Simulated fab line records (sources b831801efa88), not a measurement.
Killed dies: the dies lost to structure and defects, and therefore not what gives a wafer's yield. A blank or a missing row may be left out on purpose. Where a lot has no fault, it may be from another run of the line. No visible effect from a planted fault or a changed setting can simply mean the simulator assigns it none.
Comparing a struck lot with a sound one    flow sky130    37 out of 708 route steps
Sound: the wafers L958.2, L958.3, L958.5. Struck: wafers L962.2, L962.3, L962.6. The cause is named last.
At each step with rows: each side's tool, then ch and its chambers, then its first start. Under that, the readings that differ: sound wafers    struck wafers    difference of the means    sigmas: that difference in standard deviations of wafers without a fault.
alike: readings with means less than 2 such deviations apart, plus words and numbers identical on both sides. not compared: withheld readings, readings lacking a value on some wafer, bounds such as >300 that could conceal the same value, and numbers that have no deviation in the record and whose values overlap.
A row with sigmas, a row that says differs or no value, or rows on one side alone: a step with any of these is where the two part. Numbers that have no deviation but don't overlap get no sigmas and don't part them. A reading that every wafer of one side lacks parts them only if that side has two wafers or more.

first, 10 steps without rows for these wafers: SKY_VIA2_ETCH_15 (etches SiO2 in C4F8/O2/Ar, stops on TiN, target depth 546 nm, time 84 s); SKY_VIA2_STRIP_16 (strips in O2/N2); SKY_VIA2_STRIP_17 (strips in post etch residue remover, time 1200 s); SKY_VIA2_CLEAN_18 (cleans in IPA, time 180 s); SKY_VIA2_CLEAN_19 (cleans in O3/DIW); SKY_VIA2_SPUTTER_20 (material TiN, target thk 20 nm, time 80 s); SKY_VIA2_CVD_21 (deposits W, target thk 420 nm, time 126.4 s); SKY_VIA2_CMP_24 (polishes, stops on SiO2, t overpolish 20 s, target thk 0 nm); SKY_METAL3_SPUTTER_00 (material Ti, target thk 15 nm, time 10 s); SKY_METAL3_SPUTTER_01 (material TiN, target thk 20 nm, time 16.7 s).
SKY_METAL3_SPUTTER_02: material AlCu, target thk 735 nm, time 39.1 s.
  struck on pvd_sputter-02, day 40 14:48; sound on pvd_sputter-02, day 39 06:01
reading                                      sound              struck          difference  sigmas
model.AlCu_of_METAL3_SPUTTER_02.thk_nm (nm)  727.2 730.4 737.6  1405 1393 1406  +670        
  alike: cathode_dc_power_W, throttle_valve_pct
then, 24 steps without rows for these wafers: SKY_METAL3_SPUTTER_03 (material Ti, target thk 5 nm, time 3.3 s); SKY_METAL3_SPUTTER_04 (material TiN, target thk 70 nm, time 58.3 s); SKY_CAPM_CVD_00 (deposits SiO2, target thk 15.5 nm); SKY_CAPM_SPUTTER_02 (material TiN, target thk 200 nm, time 172.9 s); SKY_CAPM_DEHYDRATE_05 (time 60 s); SKY_CAPM_HMDS_06 (prime time 60 s); SKY_CAPM_COAT_07 (resist thk 1140 nm); SKY_CAPM_SOFTBAKE_08 (time 60 s); SKY_CAPM_EXPOSE_09 (exposes mask CAPM, target cd 1000 nm); SKY_CAPM_PEB_10; SKY_CAPM_DEVELOP_11 (develop time 60 s); SKY_CAPM_METAL_ETCH_13 (etches TiN in Cl2/BCl3, stops on SiO2, target depth 220 nm, time 62.9 s); SKY_CAPM_STRIP_14 (strips in O2/N2); SKY_CAPM_STRIP_15 (strips in post etch residue remover, time 1200 s); SKY_CAPM_CLEAN_16 (cleans in IPA, time 180 s); SKY_CAPM_CLEAN_17 (cleans in O3/DIW); SKY_METAL3_DEHYDRATE_05 (time 60 s); SKY_METAL3_HMDS_06 (prime time 60 s); SKY_METAL3_COAT_07 (resist thk 60 nm); SKY_METAL3_COAT_08 (resist thk 1140 nm); SKY_METAL3_SOFTBAKE_09 (time 90 s); SKY_METAL3_EXPOSE_10 (exposes mask MM3, target cd 300 nm); SKY_METAL3_PEB_11; SKY_METAL3_DEVELOP_12 (develop time 60 s).
SKY_METAL3_METAL_ETCH_18: etches the open film in Cl2/BCl3, stops on SiO2, target depth 845 nm, time 183.1 s.
  sound on rie_metal-03 ch 0,1, day 41 08:04; struck on rie_metal-02 ch 1, day 42 14:44
reading                sound              struck             difference  sigmas
oes_product_au (a.u.)  0.859 0.863 0.867  0.983 0.996 0.976  +0.122      +19
  alike: drypump_motor_current_A, he_backside_leak_sccm, throttle_valve_pct
  not compared: rf_hours_counter_h
-- the record jumps here: 7 days lie between the struck wafers' starts before and after (it left off in module METAL3 and takes up again in module PAD_OPEN, whose first step shown is number 708 of the route) --
SKY_PAD_OPEN_PROBE_99:
  only the struck wafers here have rows in the record (prober-01, day 49 04:56); the sound ones have none

WHERE THEY PART
At SKY_METAL3_METAL_ETCH_18 first; at SKY_PAD_OPEN_PROBE_99 last (within this record only).

WHY: what the simulator had put in
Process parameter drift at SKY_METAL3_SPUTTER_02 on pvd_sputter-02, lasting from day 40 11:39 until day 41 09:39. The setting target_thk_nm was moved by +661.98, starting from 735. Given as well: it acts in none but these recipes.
